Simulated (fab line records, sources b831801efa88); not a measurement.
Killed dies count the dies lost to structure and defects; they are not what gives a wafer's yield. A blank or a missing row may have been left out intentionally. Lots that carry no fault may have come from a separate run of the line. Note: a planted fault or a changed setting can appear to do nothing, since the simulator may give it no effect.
Which tool did it? + flow sky130 + 18 wafers from 6 lots sampled at 4 of the route's 708 steps

== WHAT EACH GAUGE READ, for each wafer ==
SKY_METAL2_RS_MEAS_05: measures by four-point-probe.
| lot  | measured     | on            | METAL2_ALCU_RS (ohm/sq) |
|------|--------------|---------------|-------------------------|
| L649 | day 35 08:41 | film-metro-03 | 0.1243 0.1250 0.1234    |
| L651 | day 35 17:21 | film-metro-04 | 0.1226 0.1225 0.1236    |
| L653 | day 36 10:02 | film-metro-02 | 0.1246 0.1232 0.1244    |
| L657 | day 37 17:36 | film-metro-02 | 0.1230 0.1224 0.1231    |
| L661 | day 38 22:22 | film-metro-04 | 0.1248 0.1235 0.1242    |
| L666 | day 40 08:05 | film-metro-02 | 0.1213                  |

== EACH LOT AND THE TOOL THAT RAN IT (in order: tool; ch and the chambers of the sampled wafers; start) ==
| lot  | SKY_METAL1_DESCUM_17              | SKY_VIA1_CMP_24               | SKY_METAL2_SPUTTER_00        |
|------|-----------------------------------|-------------------------------|------------------------------|
| L649 | rie-metal-01 ch 0,1, day 34 02:53 | cmp-02 ch 0,1,2, day 35 08:21 | pvd-sputter-03, day 35 08:33 |
| L651 | rie-metal-03 ch 0,1, day 34 11:31 | cmp-01 ch 0,1,2, day 35 17:02 | pvd-sputter-03, day 35 17:11 |
| L653 | rie-metal-04 ch 0,1, day 35 04:50 | cmp-01 ch 0,3, day 36 09:39   | pvd-sputter-01, day 36 09:54 |
| L657 | rie-metal-03 ch 0,1, day 36 12:32 | cmp-01 ch 0,2,3, day 37 17:16 | pvd-sputter-01, day 37 17:25 |
| L661 | rie-metal-01 ch 0,1, day 37 17:37 | cmp-02 ch 1,2,3, day 38 22:02 | pvd-sputter-02, day 38 22:14 |
| L666 | rie-metal-01 ch 0,1, day 39 03:26 | cmp-01 ch 0,1, day 40 07:38   | pvd-sputter-01, day 40 07:53 |
- SKY_METAL1_DESCUM_17: chemistry O2, time 8 s.
- SKY_VIA1_CMP_24: polishes, stops on SiO2, t overpolish 15 s, target thk 0 nm.
- SKY_METAL2_SPUTTER_00: material Ti, target thk 15 nm, time 10 s.

== THE ANSWER, worked out from the rows above alone ==
Rule: the lots themselves supply what counts as usual. Put in order of their means at a reading, lots are off if they are a third of the lots or fewer, leave a main group of 4 or more, and stand apart from it by a gap of 3 or more times the standard deviation of the main group's means; of several such gaps the widest counts. If all means in a main group match to the digits the tables above print for the reading, that group is not used. Also off: a lot with no number at a reading for which 4 or more lots have one. Where the step has rows for the other lots, those lots are counted as sound.
Nothing can be told from this: no lot is off at any reading shown.

== WHAT THE SIMULATOR PUT IN ==
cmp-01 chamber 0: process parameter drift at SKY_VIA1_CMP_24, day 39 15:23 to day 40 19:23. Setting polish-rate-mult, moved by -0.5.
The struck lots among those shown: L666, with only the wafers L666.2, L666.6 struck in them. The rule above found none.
